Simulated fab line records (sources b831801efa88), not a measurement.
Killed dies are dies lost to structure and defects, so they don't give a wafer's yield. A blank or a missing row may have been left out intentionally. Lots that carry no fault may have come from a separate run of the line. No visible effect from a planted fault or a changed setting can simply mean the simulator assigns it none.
One fault seen from 2 desks / flow gf180mcu / each desk has only its own numbers; what lay behind them comes last

## AT THE TOOL OWNER'S DESK: pvd_sputter-01
At GF_MIM_SPUTTER_04 (material TiN, target thk 50 nm, time 41.7 s) the tool's own readings: per lot run on this tool, the mean of the sampled wafers that have a number. The brackets show how far a lot's mean lies from the usual mean; more than 4 standard deviations puts the lot out of limits, marked OUT.
Columns: A = chamber_pressure_pa at GF_MIM_SPUTTER_04, usual 0.3999 Pa; B = throttle_valve_pct at GF_MIM_SPUTTER_04, usual 30.0 %
lot=L740; first seen here=day 24 12:19; A=0.4000; B=30.2
lot=L745; first seen here=day 26 07:25; A=0.4005; B=30.2
lot=L746; first seen here=day 26 14:52; A=0.3992; B=30.5
lot=L750; first seen here=day 27 16:03; A=0.3657 (-39) OUT; B=31.6
lot=L751; first seen here=day 28 06:09; A=0.3668 (-38) OUT; B=32.0
lot=L752; first seen here=day 28 11:57; A=0.3656 (-39) OUT; B=31.8
This desk's verdict: out of limits on L750, L751, L752, starting with L750 at day 27 16:03 (chamber_pressure_pa at GF_MIM_SPUTTER_04). L740, L745, L746 stayed within limits.

## AT THE METROLOGY DESK
Lot by lot, what the gauges showed, no matter which tool ran the lot: averages of those sampled wafers that carry a number. The brackets show how far a lot's mean lies from the usual mean; more than 4 standard deviations puts the lot out of limits, marked OUT.
Columns: A = cd_nm at GF_V4_CD_MEAS_14, usual 259.8 nm; B = V4_W_RS at GF_V4_RS_MEAS_24, usual 0.330 ohm/sq
lot=L740; first seen here=day 24 10:38; A=260.1; B=0.328
lot=L741; first seen here=day 24 18:36; A=260.7; B=0.325
lot=L742; first seen here=day 25 03:26; A=261.3; B=0.329
lot=L743; first seen here=day 25 16:08; A=260.3; B=0.330
lot=L745; first seen here=day 26 05:44; A=259.2; B=0.332
lot=L746; first seen here=day 26 13:05; A=260.0; B=0.329
lot=L747; first seen here=day 26 16:48; A=259.9; B=0.329
lot=L750; first seen here=day 27 14:22; A=261.6; B=0.330
lot=L751; first seen here=day 28 04:25; A=258.3; B=0.333
lot=L752; first seen here=day 28 10:19; A=259.1; B=0.327
lot=L761; first seen here=day 30 19:14; A=259.5; B=0.334
lot=L762; first seen here=day 31 03:17; A=261.3; B=0.327
lot=L763; first seen here=day 31 09:40; A=260.1; B=0.331
This desk found nothing out of limits on any of the 13 lots.

## PUT TOGETHER
An alarm could have come from the tool owner's desk at day 27 16:03, on L750, L751, L752.
Metrology desk: nothing out of limits seen.
The metrology desk has L750, L751, L752 on record, within its limits.
Of the lots named, all ran GF_MIM_SPUTTER_04 on pvd_sputter-01.

## WHAT THE SIMULATOR HAD PUT IN
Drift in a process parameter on pvd_sputter-01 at GF_MIM_SPUTTER_04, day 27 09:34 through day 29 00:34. Setting chamber_pressure_pa shifted by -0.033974 from 0.4. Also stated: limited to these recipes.
Struck lots among those shown: L750, L751, L752.
Delay in hours, fault start to first out-of-limits reading, by desk: the tool owner's desk at 6.
